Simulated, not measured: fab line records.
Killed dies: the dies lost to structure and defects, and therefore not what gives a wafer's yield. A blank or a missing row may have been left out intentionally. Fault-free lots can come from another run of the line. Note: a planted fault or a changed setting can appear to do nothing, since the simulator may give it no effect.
A single fault, viewed from 2 desks	flow gf180mcu	every desk sees just its own numbers, and what lay behind them comes last

== AT THE METROLOGY DESK ==
Lot by lot, what the gauges showed, no matter which tool ran the lot: averages of those sampled wafers that carry a number. Any lot whose mean is over 4 standard deviations away from the usual mean is out of limits and marked OUT; that distance is given in the brackets. Of its 9 readings 7 are shown: those that lie furthest out on some lot.
Columns: A = CONTACT_W_RS at GF_CONTACT_RS_MEAS_25, usual 0.383 ohm/sq; B = M1_ALCU_RS at GF_M1_RS_MEAS_05, usual 0.0699 ohm/sq; C = M1_ALCU_THK at GF_M1_THK_MEAS_06, usual 445 nm; D = cdNm at GF_M1_CD_MEAS_14, usual 229.7 nm; E = M1_OVL at GF_M1_OVL_MEAS_15, usual 3 nm; F = V1_CVD_00_THK at GF_V1_THK_MEAS_01, usual 598 nm; G = V1_CVD_02_THK at GF_V1_THK_MEAS_03, usual 849 nm
lot	first seen here	A	B	C	D	E	F	G
L106	day 18 06:46	0.384	0.0693	446	229.8	2	584	852
L112	day 20 15:52	0.389	0.0706	442	230.0	-2	604	842
L117	day 22 13:47	0.378	0.0708	438	230.4	-3	588	843
L119	day 23 04:45	0.383	0.0688	449	228.0	9	595	835
L122	day 24 01:10	0.378	0.0719	435	227.8	-4	606	853
Finding of this desk: none of the 5 lots has anything out of limits.

== FOR THE TOOL OWNER'S DESK: pvdSputter-04 ==
The tool's own readings at GF_M1_SPUTTER_04 (material TiN, target thk 50 nm, time 41.7 s): means of the sampled wafers that have a number, for each lot that ran on this tool. Any lot whose mean is over 4 standard deviations away from the usual mean is out of limits and marked OUT; that distance is given in the brackets.
Columns: A = cathodeDcPowerW at GF_M1_SPUTTER_04, usual 6500.0 W; B = throttleValvePct at GF_M1_SPUTTER_04, usual 30.6 %
lot	first seen here	A	B
L112	day 20 16:32	6500.4	31.2
L117	day 22 14:27	6818.1 (+99 or more) OUT	31.1
Finding of this desk: L117 out of limits; the first was L117 at day 22 14:27, on cathodeDcPowerW at GF_M1_SPUTTER_04. In limits: L112.

== ALL TOGETHER ==
On L117, at day 22 14:27, an alarm was possible from the tool owner's desk.
The metrology desk saw nothing out of limits.
The metrology desk has L117 on record, within its limits.
Every lot named ran GF_M1_SPUTTER_04 on pvdSputter-04.

== WHAT THE SIMULATOR PUT IN ==
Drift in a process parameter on pvdSputter-04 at GF_M1_SPUTTER_04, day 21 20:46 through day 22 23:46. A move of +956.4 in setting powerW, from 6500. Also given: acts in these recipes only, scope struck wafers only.
Struck lots among those shown: L117.
Time in hours from fault onset to the first out-of-limits reading at each desk: the tool owner's desk, 18.
